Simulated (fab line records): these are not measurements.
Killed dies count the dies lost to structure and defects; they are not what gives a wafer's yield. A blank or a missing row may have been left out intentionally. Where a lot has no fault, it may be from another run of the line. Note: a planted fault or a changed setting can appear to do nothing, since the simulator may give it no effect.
One fault through the eyes of 2 desks -- flow sky130 -- each desk holds nothing but its own numbers, with what lay behind them at the end

DESK OF THE TOOL OWNER: implanter-01
SKY_LDD_N_IMPLANT_09, tool's own readings: per-lot mean of the sampled wafers with a number, covering each lot this tool ran. The brackets show how far a lot's mean lies from the usual mean; more than 4 standard deviations puts the lot out of limits, marked OUT.
Columns: A = rotationDeg at SKY_LDD_N_IMPLANT_09, usual 113.00 degrees
lot,first seen here,A
L497,day 20 08:24,113.01
L501,day 21 19:30,299.56 (+99 or more) OUT
L503,day 22 17:01,299.58 (+99 or more) OUT
This desk finds L501, L503 out of limits, L501 being first, at day 21 19:30 (rotationDeg at SKY_LDD_N_IMPLANT_09). L497: within limits.

THE METROLOGY DESK
Means of the sampled wafers that have a number, per lot and without regard to the tool the lot ran on: this is what the gauges read. The brackets show how far a lot's mean lies from the usual mean; more than 4 standard deviations puts the lot out of limits, marked OUT.
Columns: A = POLY_GATE_OXIDATION_THK at SKY_POLY_GATE_THK_MEAS_21, usual 4.01 nm; B = cdNm at SKY_POLY_GATE_CD_MEAS_22, usual 151.0 nm; C = LDD_N_OVL at SKY_LDD_N_OVL_MEAS_07, usual -0.1 nm
lot,first seen here,A,B,C
L490,day 16 12:43,3.95,146.7,-1.4
L497,day 19 00:59,3.91,148.6,1.9
L501,day 20 12:37,4.12,151.6,1.4
L503,day 21 10:35,4.04,149.3,-0.3
L507,day 23 08:01,4.03,151.1,-2.2
L513,day 24 17:36,3.97,151.0,1.0
Result from this desk: across the 6 lots, nothing is out of limits.

ALL TOGETHER
On L501, L503, at day 21 19:30, an alarm was possible from the tool owner's desk.
From the metrology desk's view, nothing was out of limits.
The metrology desk has L501, L503 on record, within its limits.
Of the lots named, all ran SKY_LDD_N_IMPLANT_09 on implanter-01.

WHAT THE SIMULATOR HAD PUT IN
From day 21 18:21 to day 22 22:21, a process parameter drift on implanter-01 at SKY_LDD_N_IMPLANT_09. Setting rotationDeg shifted by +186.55 from 113. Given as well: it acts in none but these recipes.
Shown lots that were struck: L501, L503.
Time in hours from fault onset to the first out-of-limits reading at each desk: the tool owner's desk, 1.
